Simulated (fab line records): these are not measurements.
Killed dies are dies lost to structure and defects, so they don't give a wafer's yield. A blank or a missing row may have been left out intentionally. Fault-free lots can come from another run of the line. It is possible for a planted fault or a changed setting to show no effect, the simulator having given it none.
Matching of chambers    flow sky130    rieDiel-04 running SKY_VIA2_ETCH_15: 4 sister chambers
The step etches SiO2 in C4F8/O2/Ar, stops on TiN, target depth 546 nm, time 84 s. 8 wafers are shown with their chamber, then 8 later ones without.

## WAFERS PAIRED WITH THEIR CHAMBERS
wafer   chamber  oesProductAu (a.u.)
L077.3  3        0.945
L077.6  1        0.941
L084.4  1        0.941
L090.4  0        0.935
L090.6  3        0.941
L091.3  0        0.945
L091.5  2        0.936
L093.4  2        0.938

## WAFERS WHOSE CHAMBER IS MISSING
wafer   oesProductAu (a.u.)
L093.5  0.946
L093.6  0.948
L094.3  0.943
L094.4  0.932
L094.5  0.935
L096.4  0.935
L096.5  0.941
L096.6  0.936

## WHICH CHAMBER EACH ONE RAN IN
wafer   from the rows above                in truth
L093.5  can't be placed: 3 or 1 or 0 or 2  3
L093.6  can't be placed: 3 or 1 or 0 or 2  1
L094.3  can't be placed: 3 or 1 or 0 or 2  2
L094.4  can't be placed: 2 or 0 or 1 or 3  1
L094.5  can't be placed: 2 or 0 or 1 or 3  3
L096.4  can't be placed: 2 or 0 or 1 or 3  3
L096.5  can't be placed: 1 or 0 or 3 or 2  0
L096.6  can't be placed: 2 or 0 or 1 or 3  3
Correctly placed: 0 of 8. Can't be placed from these rows: 8 (the true chamber is among the candidates in 8). 0 placed wrongly.
How it was worked out, from the rows above alone: a wafer's distance from a chamber is the root of the sum, over the readings, of the square of ((its reading less the chamber's mean) divided by the reading's scatter). The wafer belongs to the nearest chamber; if the next one is less than 2 further off, it can't be placed. A chamber's mean is the mean of its shown wafers. The scatter: the root of (the sum of the squares of (reading less its chamber's mean) over the shown wafers, divided by (wafers less chambers)).
